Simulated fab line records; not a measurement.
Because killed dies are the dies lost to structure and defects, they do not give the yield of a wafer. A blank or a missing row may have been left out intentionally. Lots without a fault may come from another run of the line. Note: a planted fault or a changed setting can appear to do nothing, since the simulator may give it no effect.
Comparing a struck lot with a sound one / flow gf180mcu / 16 out of 602 route steps
Sound: wafers L962.1, L962.4, L962.6. Struck: wafer L968.5 (left out: L968.4, L968.6 of the same lot, which were not struck); the cause appears at the end.
Per side, at each step with rows, come the tool, then ch with its chambers, and then its first start. Under that, the readings that differ: sound wafers / struck wafers / difference of the means / sigmas: that difference in standard deviations of wafers without a fault.
alike: a reading whose means differ by less than 2 such deviations, as well as words and numbers matching on both sides. not compared: withheld readings; readings where some wafer has no value; bounds like >300 that might hide an equal value; numbers whose values overlap and for which the record gives no deviation.
The two part at a step that has a row with sigmas, a row that says differs or no value, or rows on one side only. Numbers that have no deviation but don't overlap get no sigmas and don't part them. A reading missing from all wafers of one side parts the sides only when that side holds two or more wafers.

GF_STI_THK_MEAS_02:
  sound on film-metro-01 at day 2 19:26; struck on film-metro-01 at day 4 01:23
  alike: STI_OXIDATION_THK
then, 1 step without rows for these wafers: GF_STI_CVD_03 (deposits Si3N4 from DCS/NH3, target thk 207.16 nm, time 3551 s).
GF_STI_THK_MEAS_04:
  sound on film-metro-04 at day 2 21:28; struck on film-metro-01 at day 4 03:26
  alike: STI_CVD_03_THK
then, 7 steps without rows for these wafers: GF_STI_DEHYDRATE_05 (time 60 s); GF_STI_HMDS_06 (prime time 60 s); GF_STI_COAT_07 (resist thk 700 nm); GF_STI_SOFTBAKE_08 (time 60 s); GF_STI_EXPOSE_09 (exposes mask COMP, target cd 220 nm); GF_STI_PEB_10 (peb time 90 s); GF_STI_DEVELOP_11 (develop time 60 s).
GF_STI_CD_MEAS_12: the cd target is 220 nm.
  sound on cd-sem-01 at day 3 10:16; struck on cd-sem-01 at day 4 16:31
  alike: cd-nm
GF_STI_ETCH_13: etches the open film in CHF3/O2, stops on Si, target depth 282.31 nm, time 112.9 s.
  sound on rie-diel-04 ch 0,2, day 3 10:23; struck on rie-diel-04 ch 3, day 4 16:34
reading=oes-product-au (a.u.); sound=0.842 0.833 0.839; struck=0.825; difference=-0.013; sigmas=-2
  alike: chf3-flow-sccm, drypump-motor-current-A, run-length-s, throttle-valve-pct
  not compared: rf-hours-counter-h
GF_STI_ETCH_14: etches Si in HBr/Cl2/O2, target depth 360 nm, time 102.9 s.
  sound on rie-si-02 ch 1,3, day 3 10:28; struck on rie-si-02 ch 1, day 4 16:41
reading=run-length-s (s); sound=131.4 131.0 130.8; struck=103.4; difference=-27.7; sigmas=-55
reading=model.STI.feature-depth-nm (nm); sound=361.2 355.4 361.6; struck=261.9; difference=-97.5; sigmas=
reading=model.etch.depth-nm (nm); sound=361.2 355.4 361.6; struck=261.9; difference=-97.5; sigmas=
reading=model.KrF_of_STI_COAT_07.thk-nm (nm); sound=317.5 321.9 321.6; struck=345.9; difference=+25.6; sigmas=
  alike: drypump-motor-current-A, oes-product-au, throttle-valve-pct
  not compared: rf-hours-counter-h
GF_STI_STRIP_15: strips in O2/N2.
  sound on plasma-asher-01 ch 1, day 3 10:32; struck on plasma-asher-01 ch 0, day 4 16:46
reading=strip-time-to-endpoint-s (s); sound=3.69 3.74 3.75; struck=4.01; difference=+0.28; sigmas=+6
  alike: drypump-motor-current-A, heater-power-w, oes-product-au, platen-temp-c
  not compared: rf-hours-counter-h
then, 1 step without rows for these wafers: GF_STI_CLEAN_16 (cleans in dHF, time 25 s).
-- the record jumps here: 28 days lie between the struck wafers' starts before and after (it left off in module STI and takes up again in module PASSIVATION, whose first step shown is number 602 of the route) --
GF_PASSIVATION_PROBE_99:
  sound on prober-02 at day 31 04:35; struck on prober-01 at day 32 14:16
reading=model.etest.pwell-in-dnwell.line-ohm-um; sound=3990 4009 4116; struck=3244; difference=-794; sigmas=
reading=model.etest.ldpmos_10p0.r-on-ohm-um; sound=1.093e+04 1.096e+04 1.099e+04; struck=1.053e+04; difference=-4.300e+02; sigmas=
reading=model.etest.pwell-in-dnwell.rs-ohm-sq; sound=2447 2406 2450; struck=1958; difference=-476; sigmas=
reading=model.etest.p-drift.rs-ohm-sq; sound=2377 2367 2407; struck=1967; difference=-417; sigmas=
reading=model.etest.ldnmos_10p0.r-on-ohm-um; sound=3691 3686 3678; struck=3412; difference=-273; sigmas=
reading=model.etest.n-drift.rs-ohm-sq; sound=1249 1229 1256; struck=883.8; difference=-360.9; sigmas=
reading=model.etest.nwell.line-ohm-um; sound=1128 1125 1151; struck=983.6; difference=-151.1; sigmas=
reading=model.etest.nwell.rs-ohm-sq; sound=980 968.5 975.2; struck=844; difference=-131; sigmas=

## WHERE THEY PART
Last at GF_STI_STRIP_15 as far as this record goes, first at GF_STI_ETCH_13.

WHY: the cause the simulator had injected
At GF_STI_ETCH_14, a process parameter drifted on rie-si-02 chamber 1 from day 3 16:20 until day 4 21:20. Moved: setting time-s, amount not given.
